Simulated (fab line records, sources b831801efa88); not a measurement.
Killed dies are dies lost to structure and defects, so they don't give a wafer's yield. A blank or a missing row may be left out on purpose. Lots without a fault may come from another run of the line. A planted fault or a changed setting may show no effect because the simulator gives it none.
Which tool did it? | flow gf180mcu | 7 lots, 21 wafers sampled, at 2 steps of a route of 602

WHAT THE GAUGES READ, wafer by wafer
GF_V5_CD_MEAS_14: target cd 260 nm.
lot  | measured     | on        | cd_nm (nm)
L398 | day 28 12:20 | cd_sem-02 | 260.3 259.6 260.8
L403 | day 29 19:03 | cd_sem-01 | 261.8 263.3 262.8
L405 | day 30 10:28 | cd_sem-02 | 259.9 259.6 260.7
L408 | day 31 10:41 | cd_sem-02 | 258.7 259.0 260.5
L414 | day 32 20:15 | cd_sem-01 | 262.3 261.6 260.9
L417 | day 33 06:43 | cd_sem-01 | 261.8 260.9 261.6
L420 | day 34 03:24 | cd_sem-02 | 259.9 259.8 259.0

WHICH TOOL RAN EACH LOT (tool, then ch and the chambers of the sampled wafers, then the start)
lot  | GF_LVPWELL_STRIP_10
L398 | plasma_asher-03 ch 0,1, day 4 07:15
L403 | plasma_asher-03 ch 0,1, day 5 10:49
L405 | plasma_asher-03 ch 0,1, day 5 20:01
L408 | plasma_asher-03 ch 0,1, day 6 13:16
L414 | plasma_asher-02 ch 0,1, day 7 23:04
L417 | plasma_asher-02 ch 0,1, day 8 16:49
L420 | plasma_asher-02 ch 0,1, day 9 10:41
- GF_LVPWELL_STRIP_10: strips in O2/N2.

THE ANSWER, worked out from the rows above alone
Rule: what is usual is taken from the lots themselves. Put in order of their means at a reading, lots are off if they are a third of the lots or fewer, leave a main group of 4 or more, and stand apart from it by a gap of 3 or more times the standard deviation of the main group's means; of several such gaps the widest counts. A main group whose means are all the same, to the digits that the tables above print for the reading, isn't used. A lot without any number at a reading at which 4 lots or more have one is off too. The other lots that the step has rows for count as sound.
No lot is off at any reading shown: from this, nothing can be told.

WHAT THE SIMULATOR HAD PUT IN
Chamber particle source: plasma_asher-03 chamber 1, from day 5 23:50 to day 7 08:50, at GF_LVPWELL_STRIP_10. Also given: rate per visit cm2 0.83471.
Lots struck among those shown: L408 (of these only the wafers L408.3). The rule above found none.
